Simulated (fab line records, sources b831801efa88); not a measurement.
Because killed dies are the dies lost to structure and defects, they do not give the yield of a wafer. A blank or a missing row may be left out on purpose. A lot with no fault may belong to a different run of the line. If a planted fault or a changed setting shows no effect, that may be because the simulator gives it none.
Code-filled problem report in 8D (eight disciplines) form || flow gf180mcu || the parts of the form that need people (team, actions taken, sign-off) are left out

== 1. THE ISSUE ==
Wafers free of any fault read 45.73 ohm/sq (standard deviation 0.067) for NSD_RS at GF_PSD_RS_MEAS_14, against a mean of 46.62 ohm/sq on 2 wafers of 2 lots. That puts it +13 standard deviations away from the usual mean.
The step: measures by four-point-probe.
First seen on wafer L232.1, day 19 18:43, on film_metro-02. The record has a number at this step for 36 wafers belonging to 12 lots. Rule for "out" (also "out of limits"): further than 4 standard deviations from the usual mean. The rest of the wafers with a number are treated as sound.

== 2. WHAT IT IS AND WHAT IT IS NOT ==
{"question": "which readings at this step", "is": "NSD_RS", "is not": "-"}
{"question": "which lots", "is": "L232, L234", "is not": "L218, L220, L223, L226, L227, L236, L237, L239, L240, L241"}
{"question": "which wafers of those lots", "is": "L232.1, L234.5", "is not": "L232.3, L232.4, L234.4, L234.6"}
{"question": "read on which gauges", "is": "film_metro-01, film_metro-02", "is not": "film_metro-04"}
{"question": "when", "is": "from day 19 18:43", "is not": "up to then (17 sound wafers); but 17 sound wafers of L234, L236, L237, L239, L240, L241 came after"}

== 3. THE SUSPECTS, EACH WITH WHAT RULES IT OUT ==
Counting: if a tool at a process step up to the reading ran every lot that is out, it stays a suspect. Sound lots after the first of them don't rule it out here, since some wafers of a struck lot are sound.
- the gauge at GF_PSD_RS_MEAS_14: ruled out. 2 gauges (film_metro-01, film_metro-02) read the wafers that are out.
- implanter-02 at GF_NSD_IMPLANT_09: kept. It ran every lot that is out, first L232 (day 18 16:50); its last sound lot up to then is L227 (day 17 06:05).
- plasma_asher-02 at GF_NSD_STRIP_11 (strips in O2/N2): kept. It ran every lot that is out, first L232 (day 18 17:08); its last sound lot up to then is L220 (day 14 15:53). Out on those wafers are its own readings of strip_time_to_endpoint_s.
Remaining after the count are implanter-02 at GF_NSD_IMPLANT_09 and plasma_asher-02 at GF_NSD_STRIP_11.

== 4. THE CAUSE (what the simulator had put in) ==
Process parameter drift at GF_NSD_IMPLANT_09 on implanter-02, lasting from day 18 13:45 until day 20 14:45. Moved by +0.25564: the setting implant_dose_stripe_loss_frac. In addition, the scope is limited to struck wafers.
Counting leaves 2 suspects; this tool is one of them.

== 5. THE CHAIN OF EFFECTS, in route order ==
One row per reading whose mean, taken over the struck wafers that have a number, lies over 3 standard deviations from the usual. Only readings for which the record gives a usual standard deviation are gone through. hours: the time from each lot's start at the first step in this table that gives one to its start at this step, as a median over the lots. sigmas: the change in usual standard deviations.
{"hours": 0, "step": "GF_NSD_STRIP_11", "reading": "strip_time_to_endpoint_s", "usual": "23.16 s", "on struck wafers": 22.55, "change": -0.61, "sigmas": -15}
{"hours": 26, "step": "GF_PSD_RS_MEAS_14", "reading": "NSD_RS", "usual": "45.73 ohm/sq", "on struck wafers": 46.62, "change": "+0.89", "sigmas": "+13"}
Here are the process steps it includes:
- GF_NSD_STRIP_11: strips in O2/N2.
Later steps that measure or inspect, where all struck wafers having a row at the step show a number for every such reading and not one has moved that far: GF_SALICIDE_RS_MEAS_04.

== 6. HOW IT WOULD HAVE BEEN CAUGHT EARLIER ==
29 hours passed between the start of the fault at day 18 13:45 and the first reading out of limits at a measuring or inspecting step in this record, taken at day 19 18:43.
All the lots that are out (2) had begun GF_NSD_IMPLANT_09 on implanter-02 by day 19 18:43. Had the tool been put on hold then, not one of them would have been saved.
